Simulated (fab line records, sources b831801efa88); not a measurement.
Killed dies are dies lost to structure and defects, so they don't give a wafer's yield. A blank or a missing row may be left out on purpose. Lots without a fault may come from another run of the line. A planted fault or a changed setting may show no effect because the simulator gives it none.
Chamber matching | flow sky130 | SKY_FIELD_ISO_ETCH_17 on rie_si-01: 4 sister chambers
The step etches Si in HBr/Cl2/O2, target depth 342 nm, time 97.7 s. 8 wafers are shown with their chamber, then 12 later ones without.

WAFERS WITH THEIR CHAMBER
wafer  | chamber | throttle_valve_pct (%) | oes_product_au (a.u.)
L083.1 | 2       | 25.660                 | 1.000
L086.6 | 0       | 25.650                 | 0.995
L088.3 | 1       | 25.672                 | 1.005
L088.5 | 2       | 25.657                 | 0.996
L088.6 | 3       | 25.650                 | 1.008
L090.1 | 3       | 25.653                 | 0.997
L090.5 | 0       | 25.660                 | 1.003
L090.6 | 1       | 25.675                 | 0.990

WAFERS WITHOUT THEIR CHAMBER
wafer  | throttle_valve_pct (%) | oes_product_au (a.u.)
L091.2 | 25.647                 | 1.006
L091.4 | 25.641                 | 1.007
L091.6 | 25.667                 | 0.993
L092.1 | 25.664                 | 1.004
L092.4 | 25.643                 | 1.004
L092.5 | 25.649                 | 1.011
L094.1 | 25.670                 | 0.989
L094.2 | 25.665                 | 1.003
L094.4 | 25.653                 | 1.002
L096.1 | 25.657                 | 1.002
L096.4 | 25.662                 | 1.013
L096.6 | 25.651                 | 1.011

WHICH CHAMBER EACH WENT THROUGH
wafer  | from the rows above               | in truth
L091.2 | can't be placed: 3 or 0 or 2      | 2
L091.4 | can't be placed: 3 or 0 or 2      | 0
L091.6 | can't be placed: 1 or 2 or 0      | 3
L092.1 | can't be placed: 2 or 0 or 1 or 3 | 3
L092.4 | can't be placed: 3 or 0 or 2      | 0
L092.5 | can't be placed: 3 or 0 or 2      | 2
L094.1 | can't be placed: 1 or 2           | 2
L094.2 | can't be placed: 2 or 1 or 0 or 3 | 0
L094.4 | can't be placed: 3 or 0 or 2      | 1
L096.1 | can't be placed: 0 or 2 or 3      | 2
L096.4 | can't be placed: 2 or 0 or 3 or 1 | 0
L096.6 | can't be placed: 3 or 0 or 2      | 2
Placed correctly: 0 of 12. Can't be placed from these rows: 12 (the true chamber is among the candidates in 10). Placed wrongly: 0.
How it was worked out, from the rows above alone: a wafer's distance from a chamber is the root of the sum, over the readings, of the square of ((its reading less the chamber's mean) divided by the reading's scatter). The wafer belongs to the nearest chamber; if the next one is less than 2 further off, it can't be placed. A chamber's mean is the mean of its shown wafers. The scatter: the root of (the sum of the squares of (reading less its chamber's mean) over the shown wafers, divided by (wafers less chambers)).
